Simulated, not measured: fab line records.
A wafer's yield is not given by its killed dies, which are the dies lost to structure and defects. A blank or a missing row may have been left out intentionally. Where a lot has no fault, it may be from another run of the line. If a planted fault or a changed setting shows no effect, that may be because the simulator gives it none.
The same fault as seen by 2 desks | flow sky130 | each desk holds nothing but its own numbers, with what lay behind them at the end

DESK OF THE TOOL OWNER: rieMetal-04
The tool's own readings at SKY_METAL1_ETCH_18 (etches BARC in N2/H2, stops on SiO2, time 45.9 s, target depth 60 nm): means of the sampled wafers that have a number, for each lot that ran on this tool. If a lot's mean is further than 4 standard deviations from the usual mean, the lot is out of limits and carries the mark OUT (the distance appears in the brackets).
Columns: A = drypumpMotorCurrentA at SKY_METAL1_ETCH_18, usual 5.63 A; B = oesProductAu at SKY_METAL1_ETCH_18, usual 0.855 a.u.; C = rfFwdPowerW at SKY_METAL1_ETCH_18, usual 495.5 W; D = throttleValvePct at SKY_METAL1_ETCH_18, usual 13.224 %
lot  | first seen here | A    | B     | C               | D
L751 | day 33 22:10    | 5.74 | 0.856 | 496.2           | 13.225
L765 | day 38 03:26    | 5.74 | 0.854 | 549.1 (+28) OUT | 13.232
This desk finds L765 out of limits, L765 being first, at day 38 03:26 (rfFwdPowerW at SKY_METAL1_ETCH_18). Within limits: L751.

AT THE METROLOGY DESK
What the gauges read, lot by lot, whatever tool the lot ran on: means of the sampled wafers that have a number. If a lot's mean is further than 4 standard deviations from the usual mean, the lot is out of limits and carries the mark OUT (the distance appears in the brackets).
Columns: A = METAL1_ALCU_THK at SKY_METAL1_THK_MEAS_06, usual 252 nm; B = cdNm at SKY_METAL1_CD_MEAS_15, usual 139.6 nm; C = METAL1_OVL at SKY_METAL1_OVL_MEAS_16, usual -4 nm
lot  | first seen here | A   | B     | C
L751 | day 32 19:41    | 250 | 139.1 | -3
L752 | day 33 01:57    | 256 | 140.0 | 0
L753 | day 33 12:44    | 252 | 141.3 | -6
L754 | day 33 17:34    | 250 | 138.8 | -13
L765 | day 37 01:07    | 256 | 140.6 | -8
This desk found nothing out of limits on any of the 5 lots.

BROUGHT TOGETHER
On L765, at day 38 03:26, an alarm was possible from the tool owner's desk.
Nothing out of limits was seen by the metrology desk.
The metrology desk has L765 on record, within its limits.
Every lot named ran SKY_METAL1_ETCH_18 on rieMetal-04.

WHAT WAS PUT IN BY THE SIMULATOR
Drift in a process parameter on rieMetal-04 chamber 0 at SKY_METAL1_ETCH_18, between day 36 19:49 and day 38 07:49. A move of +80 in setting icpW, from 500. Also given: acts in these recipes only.
Shown lots that were struck: L765.
How many hours passed from the start of the fault until each desk's first out-of-limits reading: the tool owner's desk, 32.
